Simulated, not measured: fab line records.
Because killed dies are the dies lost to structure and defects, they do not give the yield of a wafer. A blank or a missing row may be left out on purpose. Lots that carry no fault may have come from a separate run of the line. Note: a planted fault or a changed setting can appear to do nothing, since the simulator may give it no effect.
Chamber matching -- flow sfqLine -- 3 sister chambers for SFQ_TRILAYER_I1_DEP_PECVD_045 on pecvd-03
The step deposits SiO2 from SiH4/N2O, time 111.11 s, target thk 500 nm. 15 wafers are shown with their chamber, then 7 later ones without.

WAFERS, EACH WITH ITS CHAMBER
wafer,chamber,throttleValvePct (%),heaterPowerW (W)
L296.1,1,22.6,69
L296.4,2,23.1,86
L296.5,0,24.4,69
L297.3,2,23.3,105
L297.4,0,24.5,78
L297.6,2,23.2,87
L299.4,0,24.8,67
L299.5,1,22.3,63
L299.6,2,23.2,98
L300.2,1,22.5,75
L300.4,2,23.3,100
L302.2,2,23.5,86
L302.5,2,23.2,94
L312.1,1,22.5,76
L312.3,2,23.6,92

SIGNATURES (averages over the wafers above)
reading,chamber 0,chamber 1,chamber 2,scatter within a chamber
throttleValvePct,24.567,22.475,23.300,0.167
heaterPowerW,71.33,70.75,93.50,6.64
Rule: distance of a wafer from a chamber = root of the sum over the readings of ((wafer's reading minus chamber's mean) / reading's scatter) squared. The wafer belongs to the nearest chamber; if the next one is less than 2 further off, it can't be placed. The scatter: take each reading less its chamber's mean, square it, sum over the shown wafers, divide by the number of wafers less the number of chambers, and take the root.

WAFERS WITHOUT THEIR CHAMBER
wafer,throttleValvePct (%),heaterPowerW (W)
L312.6,22.5,77
L313.2,24.7,72
L313.5,22.5,78
L313.6,25.1,72
L315.2,23.8,101
L315.4,25.0,66
L315.6,23.8,102

EACH ONE'S CHAMBER
wafer,from the rows above,in truth
L312.6,1,1
L313.2,0,0
L313.5,1,1
L313.6,0,0
L315.2,2,2
L315.4,0,0
L315.6,2,2
Correctly placed: 7 of 7. From these rows, 0 cannot be placed. Placed wrongly: 0.
